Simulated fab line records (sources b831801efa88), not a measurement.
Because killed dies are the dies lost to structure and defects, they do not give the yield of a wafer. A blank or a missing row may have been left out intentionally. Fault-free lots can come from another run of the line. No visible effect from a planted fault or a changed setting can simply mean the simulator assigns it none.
fab line records    flow gf180mcu
record: lots: 13  wafers: 39  last-day: 34
route steps=602 shown M1@330 V1@340 M2@363 V2@384
lots with no fault: from the same line, run without faults
start-h: hours from the record's opening day to when the first of the lot's shown wafers began    wait-h: hours since the lot's step before    " same as the row above    L1.1+2: several wafers, shown together as one row    - no value present, or no start provided    * or withheld: withheld    < > ~ a bound
route shown NAME@n: NAME is a module with steps in the file, n the number in the route of the first one    usual: average and standard deviation across the fault-free wafers    same: alike in all rows    chamber/n: place in a boat    sites: each site's reading    _std_site: standard deviation of those values    _edge_site: outer sites' mean less inner sites'    radius-mm: for every site, how far away it sits from the centre of the wafer    mask NAME#n: copy n    behind: the last tool/chamber to shape the wafer    hold: the reason the lot was held/the length of the hold in hours/how it ended    device: names the non-switching transistor (n, p or np)    end of line: the same wafers' tests at the end of the route    a step given without rows: its recipe and nothing more    killed: not the wafer's yield, but the dies lost to structure and defects at the first sort    map: per-die view of a wafer (x killed, . not killed, _ where there is no die)
set.NAME: setting as actually run; set.NAME@STEP: the setting as run at that earlier step    model.NAME: the simulator's own value behind a step, which no gauge read
one table for each step of the route and one row for each wafer, over a sample of lots
services: the hour from which a tool's chamber was out of use, counted from the record's first day as start-h (under 0 if before that day), plus the number of hours and why
== steps ==
step: GF_M1_OVL_MEAS_15
usual: M1_OVL: 3/6.9
lot.wafer  tool        chamber  start-h  wait-h  M1_OVL[nm]
L660.1     overlay-01  -        379.30   0.1     3
L660.3     "           -        "        "       7
L660.6     "           -        "        "       -1
L661.2     overlay-02  -        382.90   0.1     3
L661.4     "           -        "        "       0
L661.6     "           -        "        "       -2
L662.2     overlay-01  -        393.64   0.1     21
L662.4     "           -        "        "       26
L662.6     "           -        "        "       20
L665.2     overlay-02  -        430.84   0.1     -7
L665.3     "           -        "        "       -9
L665.6     "           -        "        "       -4
L667.1     overlay-01  -        456.00   0.1     11
L667.4     "           -        "        "       7
L667.6     "           -        "        "       14
L668.1     overlay-02  -        475.24   0.1     -9
L668.3     "           -        "        "       7
L668.5     "           -        "        "       7
L673.4     overlay-02  -        513.61   0.1     6
L673.5     "           -        "        "       10
L673.6     "           -        "        "       14
L674.1     overlay-02  -        524.50   0.1     12
L674.3     "           -        "        "       -1
L674.4     "           -        "        "       -4
L678.2     overlay-02  -        542.14   0.1     -1
L678.3     "           -        "        "       2
L678.6     "           -        "        "       2
L680.1     overlay-02  -        556.96   0.1     6
L680.2     "           -        "        "       2
L680.4     "           -        "        "       1
L679.1     overlay-01  -        562.61   0.1     2
L679.2     "           -        "        "       2
L679.5     "           -        "        "       -6
L681.4     overlay-01  -        563.61   0.1     5
L681.5     "           -        "        "       2
L681.6     "           -        "        "       2
L682.3     overlay-02  -        571.30   0.1     0
L682.4     "           -        "        "       -1
L682.5     "           -        "        "       -8
step: GF_V1_BOW_MEAS_05
recipe: mode: bow
usual: V1_BOW: 80/6.8
lot.wafer  tool           chamber  start-h  wait-h  V1_BOW[um]
L660.1     film-metro-02  -        380.69   0.2     83
L660.3     "              -        "        "       64
L660.6     "              -        "        "       75
L661.2     film-metro-02  -        384.30   0.2     82
L661.4     "              -        "        "       75
L661.6     "              -        "        "       73
L662.2     film-metro-02  -        394.92   0.3     78
L662.4     "              -        "        "       85
L662.6     "              -        "        "       83
L665.2     film-metro-01  -        432.31   0.2     79
L665.3     "              -        "        "       76
L665.6     "              -        "        "       73
L667.1     film-metro-02  -        457.79   0.1     85
L667.4     "              -        "        "       79
L667.6     "              -        "        "       90
L668.1     film-metro-04  -        476.50   0.2     77
L668.3     "              -        "        "       82
L668.5     "              -        "        "       78
L673.4     film-metro-01  -        514.91   0.3     82
L673.5     "              -        "        "       83
L673.6     "              -        "        "       81
L674.1     film-metro-02  -        525.79   0.1     87
L674.3     "              -        "        "       86
L674.4     "              -        "        "       82
L678.2     film-metro-02  -        543.48   0.2     83
L678.3     "              -        "        "       86
L678.6     "              -        "        "       81
L680.1     film-metro-01  -        558.25   0.1     73
L680.2     "              -        "        "       82
L680.4     "              -        "        "       77
L679.1     film-metro-04  -        564.03   0.2     100
L679.2     "              -        "        "       74
L679.5     "              -        "        "       81
L681.4     film-metro-01  -        564.95   0.2     86
L681.5     "              -        "        "       83
L681.6     "              -        "        "       95
L682.3     film-metro-04  -        572.69   0.2     85
L682.4     "              -        "        "       90
L682.5     "              -        "        "       87
step: GF_M2_SPUTTER_01
recipe: material: TiN  target-thk-nm: 30  power-w: 6500  time-s: 25  chamber-pressure-pa: 0.4
usual: chamber-pressure-pa: 0.4000/0.00089  throttle-valve-pct: 29.9/0.81
lot.wafer  tool            chamber  start-h  wait-h  chamber-pressure-pa  throttle-valve-pct
L660.1     pvd-sputter-01  -        405.78   0.1     0.4007               29.7
L660.3     "               -        "        "       0.4009               30.7
L660.6     "               -        "        "       0.4001               29.3
L661.2     pvd-sputter-01  -        409.39   0.1     0.4006               28.9
L661.4     "               -        "        "       0.3992               29.5
L661.6     "               -        "        "       0.4006               30.5
L662.2     pvd-sputter-02  -        420.39   0.1     0.4010               30.1
L662.4     "               -        "        "       0.3991               31.0
L662.6     "               -        "        "       0.4008               29.5
L665.2     pvd-sputter-01  -        458.64   0.1     0.3984               29.6
L665.3     "               -        "        "       0.3996               28.9
L665.6     "               -        "        "       0.4005               29.5
L667.1     pvd-sputter-04  -        483.39   0.1     0.3995               30.6
L667.4     "               -        "        "       0.4010               29.4
L667.6     "               -        "        "       0.3996               30.7
L668.1     pvd-sputter-01  -        502.01   0.1     0.3994               30.9
L668.3     "               -        "        "       0.3841               29.3
L668.5     "               -        "        "       0.3992               30.7
L673.4     pvd-sputter-02  -        539.60   0.1     0.4000               30.8
L673.5     "               -        "        "       0.4008               30.8
L673.6     "               -        "        "       0.3998               31.1
L674.1     pvd-sputter-02  -        550.34   0.1     0.4004               29.6
L674.3     "               -        "        "       0.4000               30.8
L674.4     "               -        "        "       0.3999               30.9
L678.2     pvd-sputter-02  -        567.92   0.1     0.3981               29.4
L678.3     "               -        "        "       0.4004               31.0
L678.6     "               -        "        "       0.3991               29.6
L680.1     pvd-sputter-01  -        581.60   0.1     0.3991               29.6
L680.2     "               -        "        "       0.4011               29.0
L680.4     "               -        "        "       0.4016               28.6
L679.1     pvd-sputter-04  -        587.01   0.1     0.3997               30.6
L679.2     "               -        "        "       0.3986               29.5
L679.5     "               -        "        "       0.3999               30.6
L681.4     pvd-sputter-01  -        588.23   0.1     0.3989               29.7
L681.5     "               -        "        "       0.3996               29.4
L681.6     "               -        "        "       0.3991               28.7
L682.3     pvd-sputter-01  -        595.52   0.1     0.4003               29.1
L682.4     "               -        "        "       0.4000               29.7
L682.5     "               -        "        "       0.3988               30.7
step: GF_V2_CVD_02
recipe: material: SiO2  target-thk-nm: 850  precursor: TEOS  temp-c: 400  time-s: 94.851  rf-w: 600
usual: heater-power-w: 600/82
lot.wafer  tool      chamber  start-h  wait-h  heater-power-w
L660.1     pecvd-01  0        430.37   0.1     463
L660.3     "         1        "        "       559
L660.6     "         1        "        "       600
L661.2     pecvd-03  2        434.25   0.0     590
L661.4     "         0        "        "       718
L661.6     "         1        "        "       790
L662.2     pecvd-01  2        445.98   0.0     623
L662.4     "         1        "        "       505
L662.6     "         2        "        "       656
L665.2     pecvd-01  2        483.55   0.0     571
L665.3     "         1        "        "       637
L665.6     "         2        "        "       597
L667.1     pecvd-01  0        507.69   0.1     495
L667.4     "         0        "        "       524
L667.6     "         1        "        "       636
L668.1     pecvd-03  1        526.93   0.1     671
L668.3     "         1        "        "       736
L668.5     "         0        "        "       698
L673.4     pecvd-04  0        563.09   0.1     654
L673.5     "         1        "        "       457
L673.6     "         0        "        "       521
L674.1     pecvd-01  2        573.41   0.1     621
L674.3     "         0        "        "       453
L674.4     "         1        "        "       504
L678.2     pecvd-04  0        590.00   0.0     622
L678.3     "         2        "        "       652
L678.6     "         0        "        "       649
L680.1     pecvd-03  1        603.97   0.1     681
L680.2     "         2        "        "       608
L680.4     "         0        "        "       776
L679.1     pecvd-01  2        609.23   0.1     648
L679.2     "         1        "        "       620
L679.5     "         2        "        "       507
L681.4     pecvd-04  1        610.10   0.1     579
L681.5     "         0        "        "       619
L681.6     "         2        "        "       685
L682.3     pecvd-03  1        617.73   0.0     813
L682.4     "         1        "        "       656
L682.5     "         2        "        "       605
== services ==
tool            chamber  start-h  hours  kind
pvd-sputter-02  -        382.14   3.5    repair
pecvd-01        0        382.88   -      clean
pecvd-01        1        382.88   -      clean
pecvd-01        2        382.88   -      clean
pecvd-01        -        403.00   1.4    repair
pecvd-04        -        408.72   2.8    pm
pecvd-03        -        409.82   2.8    pm
pecvd-03        -        413.12   5.8    repair
pvd-sputter-04  -        425.58   45.5   repair
pecvd-01        -        448.69   0.8    repair
pecvd-01        2        456.34   4.2    repair
pecvd-03        2        494.31   32.9   repair
pecvd-03        -        494.98   0.3    repair
pecvd-04        0        528.76   10.2   repair
pecvd-04        2        547.18   27.7   repair
pvd-sputter-04  -        551.40   26.9   repair
pecvd-04        -        575.65   0.8    pm
pecvd-04        2        578.14   8.4    repair
pecvd-04        -        591.12   14.0   pm
pecvd-04        0        591.12   14.0   vent-cycle
pecvd-04        1        591.12   14.0   vent-cycle
pecvd-04        2        591.12   14.0   vent-cycle
pecvd-04        -        604.37   0.8    repair
pvd-sputter-02  -        613.53   2.4    repair
== key ==
first-sign: step: GF_M2_SPUTTER_01  reading: chamber-pressure-pa  direction: down  sigmas: 18  usual: 0.4000  struck: 0.3841
effect none on later readings
met-at GF_M2_SPUTTER_01
struck-lots L668
struck-wafers L668.3
not-acting-at GF_M1_OVL_MEAS_15,GF_V1_BOW_MEAS_05,GF_V2_CVD_02
onset-between 409.39 502.01
fault: kind: process-parameter-drift  tool: pvd-sputter-01  chamber: -  onset-h: 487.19  steps: GF_M2_SPUTTER_01  channel: chamber-pressure-pa  offset: -0.014777  shape: step  end-h: 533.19  acts-in: these-recipes-only  stated: 0.4  scope: struck-wafers-only
